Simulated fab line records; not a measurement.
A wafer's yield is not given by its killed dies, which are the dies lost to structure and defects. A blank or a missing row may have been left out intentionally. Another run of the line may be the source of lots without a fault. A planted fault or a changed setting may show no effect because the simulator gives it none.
What tool caused it? / flow sky130 / 36 wafers from 12 lots sampled at 5 of the route's 708 steps

== WHAT THE GAUGES SHOWED, per wafer ==
SKY_NWELL_OVL_MEAS_10.
lot=L705; measured=day 4 21:13; on=overlay-02; NWELL_00_OVL (nm)=1.3 1.9 1.8
lot=L706; measured=day 5 13:05; on=overlay-01; NWELL_00_OVL (nm)=2.1 2.0 1.1
lot=L707; measured=day 5 13:38; on=overlay-01; NWELL_00_OVL (nm)=-1.0 1.3 0.5
lot=L711; measured=day 6 04:17; on=overlay-02; NWELL_00_OVL (nm)=2.0 2.1 1.2
lot=L713; measured=day 6 10:23; on=overlay-01; NWELL_00_OVL (nm)=2.8 0.5 1.8
lot=L714; measured=day 6 21:20; on=overlay-02; NWELL_00_OVL (nm)=0.3 1.0 -0.1
lot=L715; measured=day 6 22:20; on=overlay-01; NWELL_00_OVL (nm)=4.9 5.4 2.5
lot=L718; measured=day 7 13:05; on=overlay-01; NWELL_00_OVL (nm)=0.6 1.3 2.0
lot=L719; measured=day 8 02:31; on=overlay-02; NWELL_00_OVL (nm)=1.1 0.0 0.0
lot=L722; measured=day 8 22:26; on=overlay-02; NWELL_00_OVL (nm)=-2.6 -0.9 -1.9
lot=L724; measured=day 9 06:05; on=overlay-01; NWELL_00_OVL (nm)=1.6 1.1 2.0
lot=L726; measured=day 9 16:05; on=overlay-02; NWELL_00_OVL (nm)=2.4 0.8 1.2

SKY_VT_ADJUST_LVTN_OVL_MEAS_07.
lot=L705; measured=day 7 04:47; on=overlay-02; VT_ADJUST_LVTN_OVL (nm)=-0.5 1.4 -0.8
lot=L706; measured=day 7 22:56; on=overlay-01; VT_ADJUST_LVTN_OVL (nm)=-0.7 1.6 1.6
lot=L707; measured=day 8 00:05; on=overlay-02; VT_ADJUST_LVTN_OVL (nm)=-1.3 -0.7 1.9
lot=L711; measured=day 8 17:47; on=overlay-02; VT_ADJUST_LVTN_OVL (nm)=1.1 -0.3 -0.6
lot=L713; measured=day 8 23:50; on=overlay-02; VT_ADJUST_LVTN_OVL (nm)=-1.0 1.7 0.1
lot=L714; measured=day 9 12:44; on=overlay-01; VT_ADJUST_LVTN_OVL (nm)=0.6 1.3 3.1
lot=L715; measured=day 9 14:41; on=overlay-01; VT_ADJUST_LVTN_OVL (nm)=2.3 1.2 1.3
lot=L718; measured=day 10 06:05; on=overlay-02; VT_ADJUST_LVTN_OVL (nm)=-1.8 -0.9 -0.2
lot=L719; measured=day 10 22:26; on=overlay-02; VT_ADJUST_LVTN_OVL (nm)=-1.2 -2.9 -0.7
lot=L722; measured=day 11 19:47; on=overlay-01; VT_ADJUST_LVTN_OVL (nm)=- - -
lot=L724; measured=day 12 03:38; on=overlay-01; VT_ADJUST_LVTN_OVL (nm)=- - -
lot=L726; measured=day 12 15:41; on=overlay-01; VT_ADJUST_LVTN_OVL (nm)=3.0 2.1 0.5

SKY_VT_ADJUST_LVTN_TW_MEAS_10.
lot=L705; measured=day 7 05:04; on=film_metro-02; VT_ADJUST_LVTN_TW=238.1 238.7 238.7
lot=L706; measured=day 7 23:13; on=film_metro-04; VT_ADJUST_LVTN_TW=244.5 244.6 243.7
lot=L707; measured=day 8 00:22; on=film_metro-04; VT_ADJUST_LVTN_TW=242.8 241.9 242.9
lot=L711; measured=day 8 18:04; on=film_metro-01; VT_ADJUST_LVTN_TW=239.3 237.8 239.7
lot=L713; measured=day 9 00:07; on=film_metro-04; VT_ADJUST_LVTN_TW=243.4 242.2 242.3
lot=L714; measured=day 9 13:02; on=film_metro-04; VT_ADJUST_LVTN_TW=243.1 241.9 242.8
lot=L715; measured=day 9 14:58; on=film_metro-04; VT_ADJUST_LVTN_TW=241.8 243.0 242.9
lot=L718; measured=day 10 06:22; on=film_metro-04; VT_ADJUST_LVTN_TW=244.2 243.2 242.3
lot=L719; measured=day 10 22:43; on=film_metro-02; VT_ADJUST_LVTN_TW=238.6 238.3 238.1
lot=L722; measured=day 11 20:05; on=film_metro-02; VT_ADJUST_LVTN_TW=29.4 29.5 29.5
lot=L724; measured=day 12 03:55; on=film_metro-04; VT_ADJUST_LVTN_TW=30.1 30.2 30.2
lot=L726; measured=day 12 15:58; on=film_metro-01; VT_ADJUST_LVTN_TW=239.3 238.6 238.6

SKY_VT_ADJUST_LVTN_TW_MEAS_21.
lot=L705; measured=day 8 00:49; on=film_metro-01; VT_ADJUST_LVTN_2_TW=186.0 185.8 185.6
lot=L706; measured=day 8 20:07; on=film_metro-02; VT_ADJUST_LVTN_2_TW=185.5 185.3 186.2
lot=L707; measured=day 8 21:25; on=film_metro-01; VT_ADJUST_LVTN_2_TW=185.8 187.2 187.0
lot=L711; measured=day 9 15:55; on=film_metro-04; VT_ADJUST_LVTN_2_TW=188.2 189.4 189.8
lot=L713; measured=day 9 22:01; on=film_metro-02; VT_ADJUST_LVTN_2_TW=187.3 187.0 187.1
lot=L714; measured=day 10 11:38; on=film_metro-04; VT_ADJUST_LVTN_2_TW=188.7 188.8 190.0
lot=L715; measured=day 10 12:25; on=film_metro-02; VT_ADJUST_LVTN_2_TW=184.2 185.8 184.7
lot=L718; measured=day 11 05:16; on=film_metro-01; VT_ADJUST_LVTN_2_TW=185.3 186.8 185.9
lot=L719; measured=day 11 22:49; on=film_metro-04; VT_ADJUST_LVTN_2_TW=188.2 188.5 188.1
lot=L722; measured=day 12 20:53; on=film_metro-02; VT_ADJUST_LVTN_2_TW=184.8 185.1 184.0
lot=L724; measured=day 13 05:52; on=film_metro-01; VT_ADJUST_LVTN_2_TW=185.3 186.1 186.6
lot=L726; measured=day 13 18:25; on=film_metro-02; VT_ADJUST_LVTN_2_TW=186.3 186.0 185.4

== WHICH TOOL RAN EACH LOT (tool, then ch and the chambers of the sampled wafers, then the start) ==
lot=L705; SKY_VT_ADJUST_LVTN_DEVELOP_06=litho_track-04 ch 0, day 7 04:00
lot=L706; SKY_VT_ADJUST_LVTN_DEVELOP_06=litho_track-01 ch 0, day 7 22:00
lot=L707; SKY_VT_ADJUST_LVTN_DEVELOP_06=litho_track-04 ch 0, day 7 23:00
lot=L711; SKY_VT_ADJUST_LVTN_DEVELOP_06=litho_track-03 ch 0, day 8 17:00
lot=L713; SKY_VT_ADJUST_LVTN_DEVELOP_06=litho_track-04 ch 0, day 8 23:00
lot=L714; SKY_VT_ADJUST_LVTN_DEVELOP_06=litho_track-03 ch 0, day 9 12:00
lot=L715; SKY_VT_ADJUST_LVTN_DEVELOP_06=litho_track-01 ch 0, day 9 14:00
lot=L718; SKY_VT_ADJUST_LVTN_DEVELOP_06=litho_track-01 ch 0, day 10 05:00
lot=L719; SKY_VT_ADJUST_LVTN_DEVELOP_06=litho_track-01 ch 0, day 10 22:00
lot=L722; SKY_VT_ADJUST_LVTN_DEVELOP_06=litho_track-01 ch 0, day 11 19:00
lot=L724; SKY_VT_ADJUST_LVTN_DEVELOP_06=litho_track-01 ch 0, day 12 03:00
lot=L726; SKY_VT_ADJUST_LVTN_DEVELOP_06=litho_track-03 ch 0, day 12 15:00
- SKY_VT_ADJUST_LVTN_DEVELOP_06: develop time 60 s.

== AS READ BY THE TOOLS THEMSELVES (means over the sampled wafers that have a number; for cases with no such wafer, the mark the record gives instead) ==
The record holds no such reading with a usual standard deviation.

== THE ANSWER, worked out from the rows above alone ==
Rule: the usual values come from the lots themselves. Put in order of their means at a reading, lots are off if they are a third of the lots or fewer, leave a main group of 4 or more, and stand apart from it by a gap of 3 or more times the standard deviation of the main group's means; of several such gaps the widest counts. A main group is skipped when, at the precision printed for the reading in the tables above, its means are all equal. Also off: a lot with no number at a reading for which 4 or more lots have one. Where the step has rows for the other lots, those lots are counted as sound. First the gauges in route order, then the tools' own readings, where a lot's mean is used as printed above. The first step at which some lot is off is used, and at that step the reading that is off furthest; a lot without a number counts as furthest.
Off: L722, L724, at SKY_VT_ADJUST_LVTN_OVL_MEAS_07 (VT_ADJUST_LVTN_OVL). Without a number there: L722, L724. Mean 0.4 nm and standard deviation 1.1 in the main group.
A tool fits if, at a process step before that reading, it ran every lot that is off, and no sound lot after the first of them. Not tried: the gauges at SKY_VT_ADJUST_LVTN_OVL_MEAS_07; whatever is off there is also off at SKY_VT_ADJUST_LVTN_TW_MEAS_10, on other tools, and gauge error can't account for it. One fits: litho_track-01 at SKY_VT_ADJUST_LVTN_DEVELOP_06. A fault onset in the window from L719 (day 10 22:00, its last sound lot) to L722 (day 11 19:00, its first lot off) fits.

== WHAT THE SIMULATOR HAD INSERTED ==
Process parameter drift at SKY_VT_ADJUST_LVTN_DEVELOP_06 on litho_track-01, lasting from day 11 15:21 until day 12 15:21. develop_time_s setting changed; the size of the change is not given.
Struck lots among those shown: L722, L724. The rule above reached the same finding.
